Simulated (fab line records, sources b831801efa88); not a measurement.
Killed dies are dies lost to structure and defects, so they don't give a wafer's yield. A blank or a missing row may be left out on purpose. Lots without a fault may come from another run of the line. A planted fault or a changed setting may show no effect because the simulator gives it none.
Which tool did it? | flow sky130 | 12 lots, 36 wafers sampled, at 6 steps of a route of 708

WHAT THE GAUGES READ, wafer by wafer
SKY_GATE_OXIDE_OVL_MEAS_10. Usual: GATE_OXIDE_OVL 1.3 nm, standard deviation 1.2.
lot  | measured     | on         | GATE_OXIDE_OVL (nm) | flag
L706 | day 15 00:55 | overlay-01 | 1.0 2.6 1.4         |
L707 | day 15 14:13 | overlay-02 | -0.8 -0.2 1.5       |
L708 | day 15 14:35 | overlay-01 | 0.1 2.4 2.2         |
L709 | day 16 02:31 | overlay-01 | 0.0 0.0 2.2         |
L710 | day 16 04:30 | overlay-01 | -1.2 1.1 1.9        |
L712 | day 16 23:10 | overlay-02 | 0.8 0.1 0.2         |
L714 | day 17 16:38 | overlay-01 | 2.5 3.6 0.8         |
L716 | day 18 06:41 | overlay-01 | 0.1 1.2 -0.5        |
L717 | day 18 20:02 | overlay-01 | 2.3 3.9 1.7         |
L718 | day 19 05:50 | overlay-02 | 3.5 2.7 1.9         |
L721 | day 20 11:55 | overlay-01 | 2.9 1.5 0.1         |
L726 | day 22 11:29 | overlay-02 | 1.1 2.1 1.2         |

SKY_POLY_GATE_THK_MEAS_01. Usual: POLY_GATE_CVD_00_THK 181.0 nm, standard deviation 2.1.
lot  | measured     | on            | POLY_GATE_CVD_00_THK (nm) | flag
L706 | day 15 04:40 | film_metro-01 | 182.2 181.0 180.5         |
L707 | day 15 17:43 | film_metro-03 | 179.0 178.5 179.3         |
L708 | day 15 18:56 | film_metro-01 | 181.5 182.2 181.6         |
L709 | day 16 06:18 | film_metro-01 | 176.8 176.6 178.6         |
L710 | day 16 10:37 | film_metro-01 | 181.0 182.3 181.5         |
L712 | day 17 03:44 | film_metro-02 | 185.8 187.5 186.8         |
L714 | day 17 20:51 | film_metro-03 | 183.6 184.2 182.9         |
L716 | day 18 11:12 | film_metro-01 | 179.4 176.6 176.2         |
L717 | day 18 23:16 | film_metro-02 | 181.1 180.1 179.1         |
L718 | day 19 09:22 | film_metro-03 | 181.9 181.2 181.9         |
L721 | day 20 15:09 | film_metro-02 | 179.0 178.0 180.5         |
L726 | day 22 14:43 | film_metro-01 | 182.0 183.3 183.9         |

SKY_POLY_GATE_THK_MEAS_21. Usual: POLY_GATE_OXIDATION_THK 3.97 nm, standard deviation 0.08.
lot  | measured     | on            | POLY_GATE_OXIDATION_THK (nm) | flag
L706 | day 17 18:55 | film_metro-02 | 4.09 4.05 4.03               |
L707 | day 18 07:21 | film_metro-02 | 4.04 3.85 4.01               |
L708 | day 18 11:14 | film_metro-02 | 3.97 3.96 4.02               |
L709 | day 18 21:31 | film_metro-03 | 4.00 3.89 3.97               |
L710 | day 19 03:11 | film_metro-02 | 3.92 4.00 3.90               |
L712 | day 19 21:47 | film_metro-01 | 4.00 4.03 4.04               |
L714 | day 20 15:12 | film_metro-03 | 3.94 3.98 3.86               |
L716 | day 21 05:05 | film_metro-02 | 4.01 4.12 4.10               |
L717 | day 21 23:16 | film_metro-01 | 3.98 3.92 3.97               |
L718 | day 22 03:14 | film_metro-02 | 3.99 3.95 4.02               |
L721 | day 23 07:58 | film_metro-01 | 3.96 3.99 4.05               |
L726 | day 25 06:17 | film_metro-02 | 4.07 4.06 3.97               |

SKY_SD_P_CD_MEAS_07: target cd 380 nm. Usual: cd_nm 379.3 nm, standard deviation 2.5.
lot  | measured     | on        | cd_nm (nm)        | flag
L706 | day 26 20:58 | cd_sem-01 | 383.0 382.6 380.9 |
L707 | day 27 08:25 | cd_sem-02 | 381.0 380.7 375.6 |
L708 | day 27 12:11 | cd_sem-01 | 380.9 380.2 381.3 |
L709 | day 27 21:59 | cd_sem-01 | 380.0 380.2 379.4 |
L710 | day 28 01:32 | cd_sem-02 | 380.1 382.8 381.5 |
L712 | day 28 19:13 | cd_sem-01 | 374.8 373.9 374.8 |
L714 | day 29 11:25 | cd_sem-02 | 374.6 376.6 374.3 |
L716 | day 30 00:52 | cd_sem-02 | 377.0 377.4 379.5 |
L717 | day 30 16:11 | cd_sem-02 | 379.8 380.8 379.3 |
L718 | day 30 18:20 | cd_sem-01 | - - -             | OFF
L721 | day 31 21:25 | cd_sem-01 | 381.4 383.2 381.1 |
L726 | day 33 16:37 | cd_sem-02 | 380.6 382.7 381.1 |

SKY_SD_P_TW_MEAS_11. Usual: SD_P_TW 2849, standard deviation 21.
lot  | measured     | on            | SD_P_TW           | flag
L706 | day 26 21:22 | film_metro-01 | 2861 2839 2849    |
L707 | day 27 08:49 | film_metro-03 | 2808 2808 2796    |
L708 | day 27 12:35 | film_metro-01 | 2858 2844 2876    |
L709 | day 27 22:23 | film_metro-02 | 2875 2870 2871    |
L710 | day 28 01:54 | film_metro-03 | 2803 2825 2817    |
L712 | day 28 19:38 | film_metro-01 | 2858 2853 2861    |
L714 | day 29 11:50 | film_metro-02 | 2875 2878 2879    |
L716 | day 30 01:14 | film_metro-02 | 2883 2874 2884    |
L717 | day 30 16:35 | film_metro-03 | 2839 2837 2838    |
L718 | day 30 18:43 | film_metro-01 | 30 31 30 30 30 31 | OFF
L721 | day 31 21:49 | film_metro-03 | 2821 2845 2818    |
L726 | day 33 17:00 | film_metro-02 | 2862 2849 2864    |

WHICH TOOL RAN EACH LOT (tool, then ch and the chambers of the sampled wafers, then the start)
lot  | SKY_SD_P_EXPOSE_04
L706 | iline_stepper-01 ch 0, day 26 06:47
L707 | iline_stepper-01 ch 0, day 26 18:01
L708 | iline_stepper-01 ch 0, day 26 21:35
L709 | iline_stepper-01 ch 0, day 27 07:45
L710 | iline_stepper-02 ch 0, day 27 12:09
L712 | iline_stepper-01 ch 0, day 28 04:32
L714 | iline_stepper-01 ch 0, day 28 21:37
L716 | iline_stepper-01 ch 0, day 29 10:41
L717 | iline_stepper-02 ch 0, day 30 02:52
L718 | iline_stepper-01 ch 0, day 30 05:21
L721 | iline_stepper-02 ch 0, day 31 08:22
L726 | iline_stepper-01 ch 0, day 33 02:49
- SKY_SD_P_EXPOSE_04: exposes mask PSDM, target cd 380 nm.

WHAT THE TOOLS THEMSELVES READ (means of the sampled wafers that have a number; where no wafer has one, the mark that the record gives instead)
The record holds no such reading with a usual standard deviation.

THE ANSWER, worked out from the rows above alone
Rule: a lot is off if the mean of its wafers that have a number lies more than 3 standard deviations from the usual mean. A lot without any number at a reading at which 4 lots or more have one is off too. The other lots that the step has rows for count as sound. The gauges are gone through in route order, then the tools' own readings, and for those a lot's mean is taken as printed above. The first step at which some lot is off is used, and at that step the reading that is off furthest; a lot without a number counts as furthest.
Off: L718, at SKY_SD_P_CD_MEAS_07 (cd_nm). Without a number there: L718.
A tool fits if, at a process step before that reading, it ran every lot that is off, and no sound lot after the first of them. The gauges at SKY_SD_P_CD_MEAS_07 aren't tried: what is off there is off at SKY_SD_P_TW_MEAS_11 too, on other tools, and a gauge's error can't cause that. None of those tried fits.

WHAT THE SIMULATOR HAD PUT IN
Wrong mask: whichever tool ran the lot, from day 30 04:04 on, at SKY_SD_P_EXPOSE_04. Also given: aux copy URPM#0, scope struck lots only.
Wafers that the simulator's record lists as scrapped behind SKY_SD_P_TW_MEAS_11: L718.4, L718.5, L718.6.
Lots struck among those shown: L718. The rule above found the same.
